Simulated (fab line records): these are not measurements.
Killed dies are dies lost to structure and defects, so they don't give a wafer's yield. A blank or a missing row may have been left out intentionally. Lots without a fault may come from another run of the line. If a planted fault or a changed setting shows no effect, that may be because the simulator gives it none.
fab line records    flow sky130
[record] lots = 6  wafers = 18  lastDay = 49
route steps=708 shown VIA1@460 PAD_OPEN@708
lots untouched by any fault: they come from a run of this same line in which no faults occurred
startH: hours from the record's first day to the start of the lot's first wafer shown    waitH: hours elapsed since this lot's preceding step    " the same as in the row above    L1.1+2: several wafers, shown together as one row    - either no value or no given start    * or withheld: withheld    < > ~ a bound
route shown NAME@n: NAME is a module with steps in the file, n the number in the route of the first one    usual: mean/standard deviation of fault-free wafers    same: alike in all rows    chamber/n: place in a boat    sites: per-site readings    _std_site: how widely they spread, as a standard deviation    _edge_site: outer sites' mean less inner sites'    radiusMm: how far each site lies from the wafer's centre    mask NAME#n: copy n    behind: the most recent tool/chamber to have shaped the wafer    hold: cause of the lot's hold/its duration in hours/its outcome    device: the transistor (n, p or np) that didn't switch    end of line: tests of these same wafers at the route's end    a step without rows: its recipe alone    killed: at the first sort, the dies lost to defects and structure; wafer yield is something else    map: per-die view of a wafer (x killed, . not killed, _ where there is no die)
set.NAME: the run value of the setting; set.NAME@STEP: its run value at that earlier step    model.NAME: the simulator's own value behind a step, which no gauge read
a table for each step, a row for each wafer; lots at some steps of the route
services: the hour from which a tool's chamber was out of use, counted from the record's first day as startH (under 0 if before that day), plus the number of hours and why
[[steps]]
[step SKY_VIA1_CMP_02]
[recipe] material = SiO2  downForcePsi = 4  platenRpm = 60  padVelocityMS = 0.94248
[usual] motorCurrentA = 11.4/1.2
lot.wafer  tool    chamber  startH  waitH  motorCurrentA
L677.3     cmp-02  3        756.76  0.0    11.3
L677.1     "       0        "       "      13.3
L677.2     "       2        "       "      10.5
L682.1     cmp-01  0        812.51  0.1    11.1
L682.5     "       0        "       "      10.9
L682.6     "       1        "       "      9.5
L685.4     cmp-02  2        838.70  0.0    9.8
L685.2     "       3        "       "      11.2
L685.6     "       2        "       "      9.7
L687.2     cmp-01  0        841.54  0.1    11.4
L687.1     "       1        "       "      9.1
L687.5     "       3        "       "      10.9
L691.3     cmp-02  1        897.84  0.1    10.8
L691.1     "       2        "       "      9.8
L691.6     "       1        "       "      11.7
L694.3     cmp-02  2        899.21  0.1    9.6
L694.1     "       0        "       "      12.9
L694.2     "       1        "       "      11.5
[step SKY_VIA1_BOW_MEAS_03]
[recipe] mode = bow
[usual] VIA1_BOW = 81/7.3
lot.wafer  tool          chamber  startH  waitH  VIA1_BOW[um]
L677.1     filmMetro-02  -        757.06  0.2    86
L677.2     "             -        "       "      82
L677.3     "             -        "       "      79
L682.1     filmMetro-01  -        812.81  0.2    85
L682.5     "             -        "       "      66
L682.6     "             -        "       "      74
L685.2     filmMetro-02  -        839.02  0.2    82
L685.4     "             -        "       "      81
L685.6     "             -        "       "      88
L687.1     filmMetro-04  -        841.79  0.1    76
L687.2     "             -        "       "      90
L687.5     "             -        "       "      77
L691.1     filmMetro-04  -        898.09  0.1    81
L691.3     "             -        "       "      70
L691.6     "             -        "       "      67
L694.1     filmMetro-04  -        899.51  0.1    89
L694.2     "             -        "       "      89
L694.3     "             -        "       "      71
[step SKY_VIA1_DEHYDRATE_04]
[recipe] tempC = 200  timeS = 60
[step SKY_VIA1_HMDS_05]
[recipe] primeTimeS = 60  primeTempC = 120
[step SKY_VIA1_COAT_06]
[recipe] resist = BARC  tempC = withheld  timeS = withheld  spinRpm = 3000  resistThkNm = 60
[step SKY_VIA1_COAT_07]
[recipe] resist = KrF-thick  spinRpm = 3000  resistThkNm = 450
[step SKY_VIA1_SOFTBAKE_08]
[recipe] tempC = 100  timeS = 90  resist = KrF-thick
[step SKY_VIA1_EXPOSE_09]
[recipe] maskId = VIM  na = 0.8  sourceShape = annular  sigmaInner = 0.55  sigmaOuter = 0.85  targetCdNm = 150  doseMj = 38
[step SKY_VIA1_PEB_10]
[recipe] pebTempC = withheld  pebTimeS = withheld  resist = KrF-thick
[step SKY_VIA1_DEVELOP_11]
[recipe] developTimeS = 60  resist = KrF-thick  devTempC = 21
[step SKY_VIA1_CD_MEAS_12]
[recipe] targetCdNm = 150
[usual] cdNm = 150.0/1.3
lot.wafer  tool      chamber  startH  waitH  cdNm
L677.1     cdSem-02  -        783.56  -      150.5
L677.2     "         -        "       "      151.3
L677.3     "         -        "       "      151.0
L682.1     cdSem-01  -        839.07  -      151.4
L682.5     "         -        "       "      151.6
L682.6     "         -        "       "      151.1
L685.2     cdSem-01  -        865.79  -      150.5
L685.4     "         -        "       "      149.1
L685.6     "         -        "       "      150.5
L687.1     cdSem-01  -        867.86  -      149.4
L687.2     "         -        "       "      147.8
L687.5     "         -        "       "      148.4
L691.1     cdSem-01  -        922.71  -      149.6
L691.3     "         -        "       "      149.0
L691.6     "         -        "       "      147.8
L694.1     cdSem-02  -        923.96  -      150.5
L694.2     "         -        "       "      148.4
L694.3     "         -        "       "      150.5
[step SKY_VIA1_OVL_MEAS_13]
[usual] VIA1_OVL = 1/5.6
lot.wafer  tool        chamber  startH  waitH  VIA1_OVL[nm]
L677.1     overlay-02  -        783.68  0.1    -2
L677.2     "           -        "       "      -1
L677.3     "           -        "       "      -4
L682.1     overlay-01  -        839.19  0.1    7
L682.5     "           -        "       "      8
L682.6     "           -        "       "      11
L685.2     overlay-01  -        865.90  0.1    -3
L685.4     "           -        "       "      -3
L685.6     "           -        "       "      -4
L687.1     overlay-02  -        867.98  0.1    11
L687.2     "           -        "       "      4
L687.5     "           -        "       "      11
L691.1     overlay-02  -        922.83  0.1    -8
L691.3     "           -        "       "      -5
L691.6     "           -        "       "      -4
L694.1     overlay-01  -        924.08  0.1    2
L694.2     "           -        "       "      2
L694.3     "           -        "       "      3
[step SKY_VIA1_ETCH_14]
[recipe] chemistry = N2/H2  target = BARC  ionEnergyEv = 200  sourceW = 500  biasW = 100  pressureMtorr = 30  n2FlowSccm = 100  h2FlowSccm = 200  stopOn = SiO2  timeS = 45.9  targetDepthA = 600
[usual] drypumpMotorCurrentA = 5.6/0.45  n2FlowSccm = 100.00/0.29  oesProductAu = 0.854/0.005  rfFwdPowerW = 494.4/1.7  throttleValvePct = 13.226/0.0092
lot.wafer  tool        chamber  startH  waitH  drypumpMotorCurrentA  n2FlowSccm  oesProductAu  rfFwdPowerW  rfHoursCounterH  throttleValvePct  model.KrF-thick_of_VIA1_COAT_07.thkNm
L677.1     rieDiel-02  3        783.72  0.0    5.2                   100.52      0.861         494.8        7                13.226            392.7
L677.2     "           2        "       "      6.1                   99.61       0.849         494.7        12               13.214            395.1
L677.3     "           1        "       "      5.8                   99.51       0.847         493.1        22               13.212            394
L682.1     rieDiel-03  2        839.23  0.0    6.1                   100.00      0.855         497.9        7                13.227            392.3
L682.5     "           1        "       "      5.8                   100.04      0.849         493.9        -                13.243            392
L682.6     "           0        "       "      5.5                   99.45       0.854         495.0        -                13.207            391.5
L685.2     rieDiel-03  0        865.93  0.0    5.5                   99.81       0.858         498.2        19               13.224            388.2
L685.4     "           0        "       "      5.5                   100.08      0.855         496.7        -                13.217            387.8
L685.6     "           2        "       "      6.1                   100.18      0.851         497.6        -                13.214            389.5
L687.1     rieDiel-03  2        868.02  0.0    6.1                   99.95       0.848         493.3        7                13.230            390.9
L687.2     "           0        "       "      5.5                   99.73       0.852         495.2        19               13.209            391.4
L687.5     "           3        "       "      4.7                   99.68       0.847         491.3        -                13.219            389.6
L691.1     rieDiel-02  0        922.87  0.0    5.8                   100.33      0.852         496.6        14               13.214            389.7
L691.3     "           2        "       "      6.1                   100.61      0.860         496.8        16               13.227            390.6
L691.6     "           0        "       "      5.8                   99.67       0.852         495.9        -                13.220            389.5
L694.1     rieDiel-02  2        924.12  0.0    6.2                   100.09      0.856         498.4        16               13.215            391.5
L694.2     "           3        "       "      5.2                   99.87       0.854         495.2        11               13.220            393.1
L694.3     "           0        "       "      5.8                   100.14      0.859         490.8        14               13.226            391.4
[step SKY_VIA1_ETCH_15]
[recipe] target = SiO2  chemistry = C4F8/O2/Ar  targetDepthNm = 351  stopOn = TiN  maskMaterial = KrF-thick  sourceW = 1500  biasW = 1200  pressureMtorr = 40  c4f8FlowSccm = withheld  O2_flow_sccm = 6  Ar_flow_sccm = 300  timeS = 54
[usual] oesProductAu = 0.981/0.0059  rfFwdPowerW = 1485/5.8
lot.wafer  tool        chamber  startH  waitH  oesProductAu  rfFwdPowerW  rfHoursCounterH
L677.1     rieDiel-02  3        783.76  0.0    0.983         1483         7
L677.2     "           2        "       "      0.985         1501         12
L677.3     "           1        "       "      0.973         1486         22
L682.1     rieDiel-03  2        839.27  0.0    0.976         1481         7
L682.5     "           1        "       "      0.979         1480         -
L682.6     "           0        "       "      0.981         1494         -
L685.2     rieDiel-03  0        865.97  0.0    0.979         1486         19
L685.4     "           0        "       "      0.984         1488         -
L685.6     "           2        "       "      0.996         1486         -
L687.1     rieDiel-03  2        868.06  0.0    0.982         1488         7
L687.2     "           0        "       "      0.982         1489         19
L687.5     "           3        "       "      0.977         1472         -
L691.1     rieDiel-02  0        922.91  0.0    0.987         1482         14
L691.3     "           2        "       "      0.976         1483         16
L691.6     "           0        "       "      0.987         1493         -
L694.1     rieDiel-02  2        924.16  0.0    0.973         1486         16
L694.2     "           3        "       "      0.975         1483         11
L694.3     "           0        "       "      0.987         1490         14
[step SKY_PAD_OPEN_PROBE_99]
[usual] defectLimitedYield = 82.7/1.9  killed_at_M0_to_M3 = 43/6.6  killed_at_M4_up = 3.1/1.6  killedAtContacts = 23/5.6  killedAtFrontEnd = 15/4.2  killedAtOther = 0.2/0.43  killedDies = 85/9.3  killedOpen = 46/6.6  killedShort = 39/6.2  sort_bin_3_pad_short = 0.8/0.37  sort_bin_5_function = 10.2/1.5  sort_bin_6_memory = 6.2/1.1  sortNPass = 407/9.3  sortYieldPct = 82.7/1.9
[same] grossDies = 492  killedAtBackSide = 0  sort_bin_4_leakage[%] = 0  sort_bin_8_speed[%] = 0
lot.wafer  tool       chamber  startH   waitH  defectLimitedYield[%]  killed_at_M0_to_M3  killed_at_M4_up  killedAtContacts  killedAtFrontEnd  killedAtOther  killedDies  killedOpen  killedShort  sort_bin_3_pad_short[%]  sort_bin_5_function[%]  sort_bin_6_memory[%]  sortNPass  sortYieldPct[%]
L677.1     prober-02  -        1066.39  0.1    81.7                   49                  0                22                18                1              90          56          34           0.6                      10.6                    7.1                   402        81.7
L677.2     prober-02  -        1066.44  0.1    81.5                   52                  3                20                16                0              91          48          43           1.6                      9.6                     7.3                   401        81.5
L677.3     prober-02  -        1066.49  0.2    86.0                   39                  4                14                12                0              69          33          36           0.6                      9.1                     4.3                   423        86.0
L682.1     prober-01  -        1110.43  0.1    80.7                   43                  6                25                21                0              95          52          43           0.4                      12.4                    6.5                   397        80.7
L682.5     prober-01  -        1110.63  0.2    82.9                   45                  1                21                17                0              84          50          34           0.4                      11.2                    5.5                   408        82.9
L682.6     prober-01  -        1110.68  0.2    85.8                   29                  3                25                13                0              70          38          32           0.4                      8.5                     5.3                   422        85.8
L685.2     prober-01  -        1132.61  0.1    83.3                   44                  3                21                14                0              82          38          44           1.2                      9.6                     5.9                   410        83.3
L685.4     prober-01  -        1132.71  0.2    82.3                   42                  4                26                15                0              87          42          45           1.2                      8.9                     7.5                   405        82.3
L685.6     prober-01  -        1132.81  0.2    81.7                   50                  2                16                22                0              90          50          40           1.0                      11.0                    6.3                   402        81.7
L691.1     prober-01  -        1172.93  0.1    82.5                   48                  1                19                18                0              86          49          37           0.4                      8.9                     8.1                   406        82.5
L691.3     prober-01  -        1173.03  0.2    83.1                   39                  5                28                10                1              83          43          40           0.4                      9.8                     6.7                   409        83.1
L691.6     prober-01  -        1173.18  0.2    85.4                   39                  4                15                14                0              72          36          36           1.0                      8.9                     4.7                   420        85.4
L694.1     prober-01  -        1174.43  0.1    84.8                   38                  5                13                18                1              75          35          40           1.0                      8.1                     6.1                   417        84.8
L694.2     prober-01  -        1174.48  0.1    79.1                   53                  5                26                19                0              103         53          50           1.4                      10.2                    9.3                   389        79.1
L694.3     prober-01  -        1174.53  0.2    81.3                   44                  6                27                15                0              92          53          39           1.2                      11.4                    6.1                   400        81.3
// killed by level:class
L677.1 VIA1:geometricParticle:open=13 CONTACT:geometricParticle:open=9 POLY_GATE:geometricParticle:open=7 METAL1:geometricParticle:short=7 VIA2:geometricParticle:open=7 VIA3:geometricParticle:open=6 CONTACT:geometricParticle:short=5 LOCAL_INTERCONNECT:geometricParticle:short=4
L677.2 VIA1:geometricParticle:short=8 VIA1:geometricParticle:open=8 FIELD_ISO:geometricParticle:open=7 LI_CONTACT:geometricParticle:open=7 METAL1:geometricParticle:short=7 VIA2:geometricParticle:open=7 VIA3:geometricParticle:open=6 LI_CONTACT:geometricParticle:short=5
L677.3 VIA1:geometricParticle:open=10 LI_CONTACT:geometricParticle:open=6 METAL1:geometricParticle:short=6 CONTACT:geometricParticle:open=5 VIA1:geometricParticle:short=5 METAL2:geometricParticle:short=5 VIA3:geometricParticle:open=5 VIA3:geometricParticle:short=4
L682.1 LI_CONTACT:geometricParticle:open=10 CONTACT:geometricParticle:open=9 VIA2:geometricParticle:open=9 METAL1:geometricParticle:short=7 FIELD_ISO:geometricParticle:short=6 VIA3:geometricParticle:open=6 POLY_GATE:geometricParticle:open=5 LOCAL_INTERCONNECT:geometricParticle:short=5
L682.5 VIA1:geometricParticle:open=11 VIA2:geometricParticle:open=9 LI_CONTACT:geometricParticle:open=8 VIA3:geometricParticle:open=6 CONTACT:geometricParticle:open=5 METAL1:geometricParticle:short=5 VIA1:geometricParticle:short=5 SPACER:geometricParticle:short=4
L682.6 LI_CONTACT:geometricParticle:open=9 CONTACT:geometricParticle:open=7 VIA1:geometricParticle:open=7 POLY_GATE:geometricParticle:open=4 LI_CONTACT:geometricParticle:short=4 VIA2:geometricParticle:open=4 METAL3:geometricParticle:short=4 POLY_GATE:geometricParticle:short=3
L685.2 LOCAL_INTERCONNECT:geometricParticle:short=10 METAL1:geometricParticle:short=7 VIA1:geometricParticle:open=7 VIA3:geometricParticle:open=7 VIA2:geometricParticle:open=6 VIA1:geometricParticle:short=6 LI_CONTACT:geometricParticle:open=5 VIA2:geometricParticle:short=4
L685.4 CONTACT:geometricParticle:open=9 VIA1:geometricParticle:open=8 METAL1:geometricParticle:short=6 VIA1:geometricParticle:short=6 LOCAL_INTERCONNECT:geometricParticle:short=5 CONTACT:geometricParticle:short=5 FIELD_ISO:geometricParticle:short=4 VIA3:geometricParticle:open=4
L685.6 VIA1:geometricParticle:open=13 CONTACT:geometricParticle:open=6 METAL1:geometricParticle:short=6 VIA2:geometricParticle:open=6 POLY_GATE:geometricParticle:short=5 SPACER:geometricParticle:open=5 LI_CONTACT:geometricParticle:open=5 VIA3:geometricParticle:short=5
L691.1 VIA1:geometricParticle:open=11 VIA3:geometricParticle:open=8 METAL1:geometricParticle:short=7 LI_CONTACT:geometricParticle:open=6 CONTACT:geometricParticle:open=6 FIELD_ISO:geometricParticle:short=4 POLY_GATE:geometricParticle:open=4 METAL3:geometricParticle:short=4
L691.3 CONTACT:geometricParticle:open=10 VIA1:geometricParticle:open=9 LI_CONTACT:geometricParticle:open=6 LOCAL_INTERCONNECT:geometricParticle:short=6 VIA2:geometricParticle:open=6 POLY_GATE:geometricParticle:short=4 VIA3:geometricParticle:open=4 VIA2:geometricParticle:short=4
L691.6 VIA1:geometricParticle:open=8 METAL2:geometricParticle:short=7 VIA1:geometricParticle:short=6 FIELD_ISO:geometricParticle:open=5 SPACER:geometricParticle:short=4 LI_CONTACT:geometricParticle:open=4 LOCAL_INTERCONNECT:geometricParticle:short=4 METAL2:geometricParticle:open=4
L694.1 FIELD_ISO:geometricParticle:short=7 VIA1:geometricParticle:open=7 METAL1:geometricParticle:short=6 METAL2:geometricParticle:short=5 VIA1:geometricParticle:short=5 VIA2:geometricParticle:open=5 LI_CONTACT:geometricParticle:open=4 CONTACT:geometricParticle:open=4
L694.2 VIA1:geometricParticle:open=14 CONTACT:geometricParticle:open=10 METAL2:geometricParticle:short=8 FIELD_ISO:geometricParticle:short=7 VIA3:geometricParticle:open=7 VIA2:geometricParticle:open=6 LI_CONTACT:geometricParticle:open=5 VIA3:geometricParticle:short=5
L694.3 CONTACT:geometricParticle:open=12 VIA1:geometricParticle:open=12 METAL2:geometricParticle:short=9 VIA3:geometricParticle:open=8 LI_CONTACT:geometricParticle:open=7 LI_CONTACT:geometricParticle:short=5 METAL4:geometricParticle:short=5 FIELD_ISO:geometricParticle:open=3
[[services]]
tool        chamber  startH  hours  kind
cmp-02      -        739.20  0.3    repair
cmp-01      -        744.00  4.0    pm
cmp-01      -        748.00  -      consumableReplace:conditioner
cmp-01      -        748.00  -      consumableReplace:pad
rieDiel-02  2        749.53  5.1    repair
cmp-02      -        784.14  1.8    repair
cmp-01      -        803.57  4.6    pm
rieDiel-02  0        825.03  2.8    repair
cmp-01      -        837.78  0.2    repair
cmp-02      -        839.70  5.7    repair
rieDiel-03  1        859.56  -      clean
rieDiel-03  1        859.56  22.6   scheduledDown
rieDiel-03  1        859.56  22.6   ventCycle
rieDiel-02  3        881.37  9.0    repair
cmp-02      -        886.02  1.9    repair
cmp-02      -        888.00  4.4    pm
cmp-01      -        895.76  5.4    pm
cmp-02      -        912.00  4.0    pm
cmp-02      -        916.00  -      consumableReplace:conditioner
cmp-02      -        916.00  -      consumableReplace:pad
[[key]]
firstSign none at tools or gauges
[modelEffect] step = SKY_VIA1_ETCH_14  value = KrF-thick_of_VIA1_COAT_07.thkNm  without = 391.7  struck = 389.6
metAt SKY_VIA1_ETCH_14
struckWafers L685.2,L685.4,L685.6,L687.1,L687.2,L687.5
onsetBetween 839.23 865.93
[fault] kind = processParameterDrift  tool = rieDiel-03  chamber = -  onsetH = 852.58  steps = SKY_VIA1_ETCH_14  channel = ionEnergyEv  offset = 32  shape = step  endH = 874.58  actsIn = theseRecipesOnly  stated = 200
